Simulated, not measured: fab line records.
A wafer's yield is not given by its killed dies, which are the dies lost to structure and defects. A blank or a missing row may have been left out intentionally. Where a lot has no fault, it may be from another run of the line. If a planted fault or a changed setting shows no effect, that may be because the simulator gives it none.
A lot that was struck, set against a sound lot    flow sky130    21 out of 708 route steps
Sound: wafers L872.1, L872.3, L872.5. Struck: wafers L886.2, L886.3, L886.4. The cause is given at the end.
Each step with rows lists, per side, the tool, then ch with its chambers, then its first start. Under that, the readings that differ: sound wafers    struck wafers    difference of the means    sigmas: that difference in standard deviations of wafers without a fault.
alike: words and numbers the same on both sides, and readings whose means are apart by under 2 such deviations; not compared: readings that were withheld, readings missing a value for some wafer, numbers with overlapping values and no deviation given by the record, and bounds like >300 which may hide the same value.
Wherever a step has rows on one side only, a row that says differs or no value, or a row with sigmas, the two part there. Non-overlapping numbers with no deviation appear without sigmas and do not part them. Lack of a reading on every wafer of one side parts them only where that side has two or more wafers.

first, 1 step without rows for these wafers: SKY_RES_XHIGH_IMPLANT_07.
SKY_RES_XHIGH_STRIP_08: strips in O2/N2.
  sound on plasma_asher-01 ch 0,1, day 28 14:09; struck on plasma_asher-01 ch 0,1, day 33 00:58
  alike: drypump_motor_current_A, oes_product_au, strip_time_to_endpoint_s
  not compared: rf_hours_counter_h
SKY_RES_XHIGH_TW_MEAS_09:
  sound on film_metro-03 at day 28 14:15; struck on film_metro-01 at day 33 01:04
  alike: RES_XHIGH_TW
then, 7 steps without rows for these wafers: SKY_SD_N_DEHYDRATE_00 (time 60 s); SKY_SD_N_HMDS_01 (prime time 60 s); SKY_SD_N_COAT_02 (resist thk 1140 nm); SKY_SD_N_SOFTBAKE_03 (time 60 s); SKY_SD_N_EXPOSE_04 (exposes mask NSDM, target cd 380 nm); SKY_SD_N_PEB_05; SKY_SD_N_DEVELOP_06 (develop time 60 s).
SKY_SD_N_CD_MEAS_07: target cd 380 nm.
  sound on cd_sem-02 at day 29 18:34; struck on cd_sem-02 at day 34 03:08
reading     sound              struck             difference  sigmas
cd_nm (nm)  385.6 386.9 385.6  377.6 377.3 379.0  -8.1        -3
SKY_SD_N_OVL_MEAS_08:
  sound on overlay-02 at day 29 18:41; struck on overlay-02 at day 34 03:14
reading        sound        struck         difference  sigmas
SD_N_OVL (nm)  2.1 4.3 3.0  -0.7 -1.2 0.7  -3.5        -2
SKY_SD_N_IMPLANT_09:
  sound on implanter-02 ch 0, day 29 18:44; struck on implanter-01 ch 0, day 34 03:17
reading                    sound                 struck                difference  sigmas
beam_energy_keV            50.031 50.031 50.013  52.489 52.497 52.496  +2.469      +99 or more
beam_on_s (s)              18.4 18.4 17.9        20.6 21.0 20.6        +2.5        +3
faraday_current_uA         11873 11922 12232     10723 10424 10685     -1398       -3
model.implant.rp_nm (nm)   33.27 33.27 33.27     33.07 33.07 33.07     -0.20       
model.implant.drp_nm (nm)  14.11 14.11 14.11     14.64 14.64 14.64     +0.53       
after that, 1 step had no rows for these wafers: SKY_SD_N_IMPLANT_10.
SKY_SD_N_STRIP_11: strips in O2/N2.
  sound on plasma_asher-01 ch 0,1, day 29 19:02; struck on plasma_asher-01 ch 0,1, day 34 03:34
reading                       sound              struck             difference  sigmas
strip_time_to_endpoint_s (s)  22.42 22.42 22.42  22.96 23.01 22.98  +0.56       +11
  alike: drypump_motor_current_A, oes_product_au
  not compared: rf_hours_counter_h
SKY_SD_N_TW_MEAS_12:
  sound on film_metro-01 at day 29 19:08; struck on film_metro-01 at day 34 03:41
  alike: SD_N_TW
then, 1 step without rows for these wafers: SKY_SD_N_CLEAN_13 (cleans in SC1/SC2, time 150 s).
SKY_SD_N_RTA_14: time 2 s.
  sound on rtp_anneal-02 ch 0, day 29 19:14; struck on rtp_anneal-02 ch 0, day 34 03:47
  alike: anneal_temp_c_max, lamp_power_pct, ramp_up_c_per_s, wafer_temp_C_max
SKY_SD_N_RS_MEAS_16: a four-point-probe measurement.
  sound on film_metro-01 at day 29 19:25; struck on film_metro-03 at day 34 03:58
reading           sound              struck             difference  sigmas
SD_N_RS (ohm/sq)  68.63 68.82 68.56  66.87 67.02 66.97  -1.72       -11
SKY_SD_N_RS_MEAS_17: a four-point-probe measurement.
  sound on film_metro-01 at day 29 19:32; struck on film_metro-03 at day 34 04:05
  alike: SD_P_RS
-- a jump in the record: the struck wafers' starts before and after are 16 days apart (it breaks off in module SD_N and resumes in module PAD_OPEN, where the first step shown is number 708 of the route) --
SKY_PAD_OPEN_PROBE_99:
  sound on prober-01 at day 47 03:13; struck on prober-01 at day 50 04:47
  alike: killed_at_M0_to_M3, killed_at_M4_up, killed_at_contacts, killed_at_front_end, killed_at_other, killed_dies, killed_open, killed_short
  not compared: model.etest.res_ndiff.rs_ohm_sq, model.etest.res_ndiff_hv.rs_ohm_sq

## WHERE THEY PART
Last at SKY_SD_N_RS_MEAS_16 as far as this record goes, first at SKY_SD_N_CD_MEAS_07. Later steps at which nothing parts them and some readings are alike: SKY_SD_N_RS_MEAS_17, SKY_PAD_OPEN_PROBE_99.

WHY: what the simulator had put in
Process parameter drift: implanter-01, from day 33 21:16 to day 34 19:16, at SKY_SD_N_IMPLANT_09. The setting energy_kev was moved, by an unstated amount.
